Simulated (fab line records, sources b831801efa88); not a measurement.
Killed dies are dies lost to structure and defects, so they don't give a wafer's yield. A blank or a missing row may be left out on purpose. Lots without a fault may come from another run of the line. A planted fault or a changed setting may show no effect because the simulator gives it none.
fab line records | flow sky130
record lots=13 wafers=39 last_day=50
route steps=708 shown LDD_P@264 LDD_HVP@287 POLY_CUT@315 LI_CONTACT@378 PAD_OPEN@708
lots that met no fault: from a run of the same line without faults
start_h: hours from the record's first day to the start of the lot's first wafer shown | wait_h: hours since the lot's step before | " the same as in the row above | L1.1+2: a row that stands for several wafers | - no value, or no start given | * or withheld: withheld | < > ~ a bound
route shown NAME@n: a module of which the file shows steps, and the number in the route of the first | usual: mean/standard deviation of fault-free wafers | same: alike in all rows | chamber/n: place in a boat | sites: the reading at each site | _std_site: their standard deviation | _edge_site: outer sites' mean less inner sites' | radius_mm: how far each site lies from the wafer's centre | mask NAME#n: copy n | behind: the tool/chamber that last shaped the wafer | hold: why the lot was held/for how many hours/how that ended | device: the transistor (n, p or np) that didn't switch | end of line: the same wafers' tests at the end of the route | a step without rows: its recipe alone | killed: dies lost to structure and defects at the first sort, not the wafer's yield | map: a wafer's dies, x killed, . not, _ none there
set.NAME: the setting as run; set.NAME@STEP: as run at that earlier step | model.NAME: the simulator's own value behind a step, which no gauge read
steps of the route over a sample of lots; a table a step, a row a wafer
services: from which hour (start_h, from the record's first day; less than 0 if before it) a tool's chamber was out of use, for how many hours, and why
## steps
# step SKY_LDD_P_IMPLANT_09
# recipe species=BF2 energy_kev=25 dose_cm2=1e+13 tilt_deg=withheld
# usual dose_ions_cm2=9.997e+12/1e+10
# columns lot.wafer tool chamber start_h wait_h dose_ions_cm2
L454.2 implanter-02 0 458.77 0.0 9.989e+12
L454.4 " 0 " " 9.979e+12
L454.5 " 0 " " 9.997e+12
L455.3 implanter-04 0 463.57 0.1 9.977e+12
L455.5 " 0 " " 9.977e+12
L455.6 " 0 " " 9.996e+12
L456.1 implanter-01 0 471.57 0.0 9.994e+12
L456.3 " 0 " " 1.0004e+13
L456.5 " 0 " " 9.987e+12
L459.2 implanter-02 0 496.25 0.0 1.0014e+13
L459.5 " 0 " " 9.997e+12
L459.6 " 0 " " 9.989e+12
L460.2 implanter-02 0 505.22 0.0 1.0001e+13
L460.4 " 0 " " 1.0001e+13
L460.5 " 0 " " 1.0007e+13
L461.4 implanter-04 0 525.69 0.1 1e+13
L461.5 " 0 " " 1.0009e+13
L461.6 " 0 " " 1.0004e+13
L462.2 implanter-02 0 526.37 0.0 9.983e+12
L462.4 " 0 " " 1.0003e+13
L462.6 " 0 " " 9.992e+12
L463.1 implanter-04 0 535.15 0.0 9.986e+12
L463.5 " 0 " " 9.997e+12
L463.6 " 0 " " 1.0018e+13
L465.1 implanter-02 0 557.42 0.0 9.986e+12
L465.3 " 0 " " 9.998e+12
L465.4 " 0 " " 1e+13
L467.2 implanter-01 0 570.10 0.0 9.99e+12
L467.4 " 0 " " 9.985e+12
L467.5 " 0 " " 9.987e+12
L469.1 implanter-01 0 587.90 0.0 9.987e+12
L469.2 " 0 " " 1.0011e+13
L469.3 " 0 " " 9.993e+12
L472.4 implanter-01 0 601.25 0.1 1.0391e+13
L472.5 " 0 " " 1.0396e+13
L472.6 " 0 " " 1.0401e+13
L473.1 implanter-01 0 616.72 0.0 1.0388e+13
L473.3 " 0 " " 1.0391e+13
L473.4 " 0 " " 1.0382e+13
# step SKY_LDD_HVP_STRIP_09
# recipe chemistry=O2/N2 power_w=1400 pressure_mtorr=1500 platen_temp_c=withheld o2_flow_sccm=3000 n2_flow_sccm=300 overash_fraction=0.5
# usual drypump_motor_current_A=5.67/0.25 oes_product_au=0.408/0.0043 strip_time_to_endpoint_s=4.138/0.017
# columns lot.wafer tool chamber start_h wait_h drypump_motor_current_A oes_product_au rf_hours_counter_h strip_time_to_endpoint_s
L454.2 plasma_asher-01 0 521.45 0.1 5.57 0.411 86 4.152
L454.4 " 1 " " 5.72 0.406 - 4.140
L454.5 " 0 " " 5.58 0.411 - 4.170
L455.3 plasma_asher-03 0 526.58 0.1 5.82 0.407 - 4.165
L455.5 " 0 " " 5.77 0.418 - 4.135
L455.6 " 1 " " 5.20 0.409 - 4.144
L456.1 plasma_asher-02 1 533.65 0.1 5.73 0.407 72 4.120
L456.3 " 0 " " 5.99 0.401 - 4.134
L456.5 " 0 " " 5.98 0.410 - 4.118
L459.2 plasma_asher-03 0 558.00 0.1 5.82 0.415 14 4.135
L459.5 " 1 " " 5.19 0.403 - 4.120
L459.6 " 0 " " 5.84 0.410 - 4.131
L460.2 plasma_asher-01 1 566.95 0.1 5.79 0.408 90 4.163
L460.4 " 1 " " 5.77 0.413 - 4.153
L460.5 " 1 " " 5.77 0.414 - 4.145
L461.4 plasma_asher-01 0 586.94 0.1 5.56 0.403 - 4.142
L461.5 " 0 " " 5.55 0.411 - 4.136
L461.6 " 1 " " 5.75 0.404 - 4.144
L462.2 plasma_asher-03 0 588.15 0.1 5.86 0.403 17 4.172
L462.4 " 0 " " 5.85 0.408 - 4.147
L462.6 " 1 " " 5.18 0.406 - 4.184
L463.1 plasma_asher-02 1 596.10 0.1 5.72 0.403 78 4.129
L463.5 " 0 " " 5.97 0.407 - 4.135
L463.6 " 1 " " 5.73 0.402 - 4.141
L465.1 plasma_asher-02 1 618.95 0.1 5.73 0.410 80 4.139
L465.3 " 1 " " 5.75 0.405 - 4.116
L465.4 " 0 " " 5.97 0.408 - 4.145
L467.2 plasma_asher-01 1 631.10 0.1 5.75 0.408 96 4.167
L467.4 " 1 " " 5.77 0.411 - 4.156
L467.5 " 0 " " 5.55 0.403 - 4.153
L469.1 plasma_asher-03 1 648.14 0.1 5.20 0.406 23 4.141
L469.2 " 0 " " 5.78 0.410 23 4.132
L469.3 " 1 " " 5.17 0.408 - 4.131
L472.4 plasma_asher-02 1 660.38 0.1 5.72 0.403 - 4.118
L472.5 " 0 " " 5.94 0.396 - 4.107
L472.6 " 1 " " 5.71 0.409 - 4.107
L473.1 plasma_asher-02 0 676.40 0.1 5.98 0.414 86 4.153
L473.3 " 0 " " 6.00 0.407 - 4.137
L473.4 " 1 " " 5.72 0.412 - 4.117
# step SKY_POLY_CUT_CD_MEAS_08
# recipe target_cd_nm=270
# usual cd_nm=269.6/1.4
# columns lot.wafer tool chamber start_h wait_h cd_nm
L454.2 cd_sem-01 - 585.03 - 271.1
L454.4 " - " " 271.4
L454.5 " - " " 270.8
L455.3 cd_sem-02 - 588.73 - 270.9
L455.5 " - " " 270.5
L455.6 " - " " 271.1
L456.1 cd_sem-01 - 597.01 - 270.1
L456.3 " - " " 269.9
L456.5 " - " " 270.2
L459.2 cd_sem-01 - 621.36 - 268.7
L459.5 " - " " 270.5
L459.6 " - " " 270.3
L460.2 cd_sem-01 - 628.56 - 269.8
L460.4 " - " " 270.1
L460.5 " - " " 269.8
L461.4 cd_sem-01 - 650.37 - 269.5
L461.5 " - " " 270.1
L461.6 " - " " 270.6
L462.2 cd_sem-02 - 651.33 - 269.6
L462.4 " - " " 269.3
L462.6 " - " " 269.0
L463.1 cd_sem-01 - 656.56 - 269.2
L463.5 " - " " 270.3
L463.6 " - " " 269.2
L465.1 cd_sem-01 - 680.61 - 269.8
L465.3 " - " " 269.6
L465.4 " - " " 271.7
L467.2 cd_sem-01 - 691.41 - 271.5
L467.4 " - " " 272.9
L467.5 " - " " 271.9
L469.1 cd_sem-01 - 708.31 - 268.8
L469.2 " - " " 267.9
L469.3 " - " " 269.1
L472.4 cd_sem-01 - 719.87 - 269.9
L472.5 " - " " 268.0
L472.6 " - " " 269.0
L473.1 cd_sem-01 - 737.60 - 270.8
L473.3 " - " " 271.2
L473.4 " - " " 270.8
# step SKY_LI_CONTACT_STRIP_16
# recipe chemistry=O2/N2 power_w=1400 pressure_mtorr=1500 platen_temp_c=withheld o2_flow_sccm=3000 n2_flow_sccm=300 overash_fraction=0.5
# usual drypump_motor_current_A=5.70/0.28 oes_product_au=0.376/0.0049 strip_time_to_endpoint_s=3.50/0.032
# columns lot.wafer tool chamber start_h wait_h drypump_motor_current_A oes_product_au rf_hours_counter_h strip_time_to_endpoint_s
L454.2 plasma_asher-03 0 705.30 - 5.82 0.366 29 3.48
L454.4 " 1 " " 5.19 0.377 - 3.51
L454.5 " 1 " " 5.17 0.379 - 3.53
L455.3 plasma_asher-01 1 709.93 - 5.72 0.374 - 3.48
L455.5 " 0 " " 5.57 0.379 - 3.48
L455.6 " 1 " " 5.73 0.377 - 3.50
L456.1 plasma_asher-03 0 714.96 - 5.81 0.376 31 3.49
L456.3 " 0 " " 5.83 0.381 - 3.48
L456.5 " 0 " " 5.86 0.375 - 3.47
L459.2 plasma_asher-04 0 741.18 - 6.06 0.380 61 3.53
L459.5 " 1 " " 5.76 0.373 - 3.50
L459.6 " 0 " " 6.06 0.376 - 3.46
L460.2 plasma_asher-04 1 746.25 - 5.78 0.379 62 3.47
L460.4 " 1 " " 5.75 0.382 - 3.50
L460.5 " 1 " " 5.79 0.379 - 3.52
L461.4 plasma_asher-01 1 767.76 - 5.74 0.376 - 3.48
L461.5 " 0 " " 5.58 0.374 - 3.47
L461.6 " 1 " " 5.75 0.373 - 3.48
L462.2 plasma_asher-03 1 768.30 - 5.21 0.376 36 3.51
L462.4 " 1 " " 5.18 0.381 - 3.55
L462.6 " 1 " " 5.22 0.375 - 3.51
L463.1 plasma_asher-03 1 772.95 - 5.19 0.372 36 3.50
L463.5 " 0 " " 5.83 0.372 - 3.46
L463.6 " 1 " " 5.20 0.379 - 3.51
L465.1 plasma_asher-03 0 796.43 - 5.84 0.378 38 3.54
L465.3 " 1 " " 5.19 0.376 - 3.48
L465.4 " 0 " " 5.84 0.378 - 3.48
L467.2 plasma_asher-01 1 805.68 - 5.71 0.380 6 3.47
L467.4 " 1 " " 5.74 0.374 - 3.47
L467.5 " 1 " " 5.76 0.380 - 3.48
L469.1 plasma_asher-04 1 822.88 - 5.77 0.377 69 3.52
L469.2 " 0 " " 6.02 0.374 69 3.53
L469.3 " 1 " " 5.76 0.376 - 3.52
L472.4 plasma_asher-03 1 834.01 - 5.20 0.379 - 3.51
L472.5 " 1 " " 5.18 0.377 - 3.55
L472.6 " 0 " " 5.85 0.373 - 3.49
L473.1 plasma_asher-03 1 849.80 - 5.18 0.381 44 3.55
L473.3 " 1 " " 5.21 0.379 - 3.58
L473.4 " 0 " " 5.82 0.368 - 3.51
# step SKY_PAD_OPEN_PROBE_99
# usual killed_at_M0_to_M3=43/6.8 killed_at_M4_up=3.3/1.9 killed_at_contacts=24/5.3 killed_at_front_end=14/4.3 killed_at_other=0.3/0.62 killed_dies=85/9.8 killed_open=46/8 killed_short=39/5.9
# same gross_dies=492 killed_at_back_side=0
# columns lot.wafer tool chamber start_h wait_h killed_at_M0_to_M3 killed_at_M4_up killed_at_contacts killed_at_front_end killed_at_other killed_dies killed_open killed_short
L461.4 prober-02 - 1154.19 0.2 42 5 29 20 0 96 47 49
L461.5 prober-02 - 1154.24 0.2 42 8 18 16 0 84 52 32
L461.6 prober-02 - 1154.29 0.2 44 6 32 16 0 98 58 40
# killed by level:class
L461.4 CONTACT:geometric_particle:open=9 CONTACT:geometric_particle:short=7 VIA3:geometric_particle:open=7 VIA1:geometric_particle:open=6 VIA2:geometric_particle:open=6 POLY_GATE:geometric_particle:short=5 LI_CONTACT:geometric_particle:open=5 METAL2:geometric_particle:short=5
L461.5 VIA1:geometric_particle:open=17 CONTACT:geometric_particle:open=8 FIELD_ISO:geometric_particle:open=6 POLY_GATE:geometric_particle:open=4 METAL1:geometric_particle:short=4 METAL2:geometric_particle:short=4 VIA1:geometric_particle:short=4 VIA2:geometric_particle:open=4
L461.6 VIA1:geometric_particle:open=11 VIA3:geometric_particle:open=10 CONTACT:geometric_particle:open=8 LI_CONTACT:geometric_particle:open=7 CONTACT:geometric_particle:short=7 VIA2:geometric_particle:open=6 POLY_GATE:geometric_particle:short=5 METAL4:geometric_particle:short=5
## services
# columns tool chamber start_h hours kind
plasma_asher-01 - 455.59 2.0 repair
implanter-04 - 471.27 4.2 pm
plasma_asher-04 - 483.65 28.1 pm
plasma_asher-02 - 494.67 5.6 repair
plasma_asher-02 - 517.89 13.6 pm
implanter-01 - 525.41 4.5 pm
implanter-01 - 532.41 1.4 repair
implanter-01 - 546.90 2.0 repair
plasma_asher-01 - 553.92 1.5 repair
implanter-01 - 602.79 2.7 pm
plasma_asher-01 - 624.99 2.8 pm
plasma_asher-03 - 645.12 1.2 repair
implanter-02 - 655.83 6.2 repair
plasma_asher-01 - 678.81 9.9 repair
implanter-02 - 699.00 4.0 repair
implanter-01 - 702.20 4.0 repair
plasma_asher-01 - 729.63 2.9 repair
plasma_asher-01 - 733.75 9.0 pm
implanter-01 - 777.20 19.7 pm
plasma_asher-02 - 785.71 4.5 repair
implanter-02 - 794.00 2.5 pm
plasma_asher-01 - 820.74 14.6 pm
plasma_asher-03 - 828.14 3.8 repair
implanter-01 - 832.25 3.6 repair
## key
first_sign step=SKY_LDD_P_IMPLANT_09 reading=dose_ions_cm2 direction=up sigmas=38 usual=* struck=*
effect none on later readings
met_at SKY_LDD_P_IMPLANT_09
struck_lots L472,L473
tester_left_out L472,L473
not_acting_at SKY_LDD_HVP_STRIP_09,SKY_POLY_CUT_CD_MEAS_08,SKY_LI_CONTACT_STRIP_16
onset_between 587.90 601.25
fault kind=process_parameter_drift tool=implanter-01 chamber=- onset_h=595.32 steps=SKY_LDD_P_IMPLANT_09 channel=dose_cm2 offset=* shape=step end_h=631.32 acts_in=* stated=*
# tester_left_out: of these lots the tester's yield and bins aren't shown, on N5 and GAA mostly nor the transistor test; their killed dies are dies lost to structure and defects alone, not to doping, threshold or leakage, so they don't give the yield
